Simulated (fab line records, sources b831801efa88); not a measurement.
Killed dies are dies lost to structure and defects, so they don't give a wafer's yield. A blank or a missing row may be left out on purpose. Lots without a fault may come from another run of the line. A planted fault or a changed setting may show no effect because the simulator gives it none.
Problem report in the 8D (eight disciplines) form, filled by code | flow sky130 | the parts of the form that need people (team, actions taken, sign-off) are left out

1. THE PROBLEM
tube_center_temp_C at SKY_GATE_OXIDE_OXIDATION_16 reads a mean of 792 C on 6 wafers of 2 lots; wafers without a fault read 800 C with a standard deviation of 0.07. That is -99 or more standard deviations from the usual mean.
The step: stabilise 600 s, purge 300 s, target thk 3.57 nm.
First seen on wafer L715.1, day 16 11:55, on furnace-02. The record holds 18 wafers of 6 lots with a number at this step. Rule for "out", or "out of limits": more than 4 standard deviations from the usual mean. The other wafers with a number count as sound.

2. WHAT IT IS AND WHAT IT IS NOT
question                    | is                                                                                                                | is not
which readings at this step | tube_center_temp_C, spike_tc_centre_C, spike_tc_lower_C, spike_tc_top_C, spike_tc_upper_C, tube_center_temp_C_max | zone_power_lower_pct
which lots                  | L715, L716                                                                                                        | L712, L728, L729, L730
which wafers of those lots  | all that have a number                                                                                            | -
read on which tools         | furnace-02                                                                                                        | -
when                        | from day 16 11:55                                                                                                 | up to then (3 sound wafers); but 9 sound wafers of L728, L729, L730 came after

3. SUSPECTS, AND WHAT RULES EACH OUT
Counting: a tool at a process step up to the reading stays a suspect if it ran every lot that is out and no sound lot after the first of them.
- furnace-02 at SKY_GATE_OXIDE_OXIDATION_16 (stabilise 600 s, purge 300 s, target thk 3.57 nm): ruled out as a lasting fault. Sound lots L728, L729, L730 ran on it after its first lot that is out, L715 (day 16 11:55).
Left after counting: nothing in the record.

4. THE CAUSE (what the simulator had put in)
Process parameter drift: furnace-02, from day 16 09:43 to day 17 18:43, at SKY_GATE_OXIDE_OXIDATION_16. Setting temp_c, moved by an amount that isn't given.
Counting ruled it out, wrongly.

5. THE CHAIN OF EFFECTS, in route order
Each row: a reading whose mean over the struck wafers that have a number lies more than 3 standard deviations from the usual. Only readings for which the record gives a usual standard deviation are gone through. hours: the time from each lot's start at the first step in this table that gives one to its start at this step, as a median over the lots. sigmas: the change in usual standard deviations.
hours | step                        | reading                | usual   | on struck wafers | change | sigmas
0     | SKY_GATE_OXIDE_OXIDATION_16 | spike_tc_bottom_C      | 818.6 C | 811.5            | -7.1   | -3.6
0     | SKY_GATE_OXIDE_OXIDATION_16 | spike_tc_centre_C      | 800.5 C | 792.1            | -8.4   | -7.6
0     | SKY_GATE_OXIDE_OXIDATION_16 | spike_tc_lower_C       | 801.2 C | 793.5            | -7.7   | -5.9
0     | SKY_GATE_OXIDE_OXIDATION_16 | spike_tc_top_C         | 810.6 C | 803.1            | -7.5   | -7.9
0     | SKY_GATE_OXIDE_OXIDATION_16 | spike_tc_upper_C       | 800.3 C | 791.8            | -8.5   | -8.5
0     | SKY_GATE_OXIDE_OXIDATION_16 | tube_center_temp_C     | 800 C   | 792              | -8     | -99 or more
0     | SKY_GATE_OXIDE_OXIDATION_16 | tube_center_temp_C_max | 802.1   | 793.8            | -8.3   | -26
The process steps in it:
- SKY_GATE_OXIDE_OXIDATION_16: stabilise 600 s, purge 300 s, target thk 3.57 nm.

6. WHAT WOULD HAVE CAUGHT IT SOONER
In this record the first reading out of limits was taken at day 16 11:55, 2 hours after the fault began at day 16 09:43.
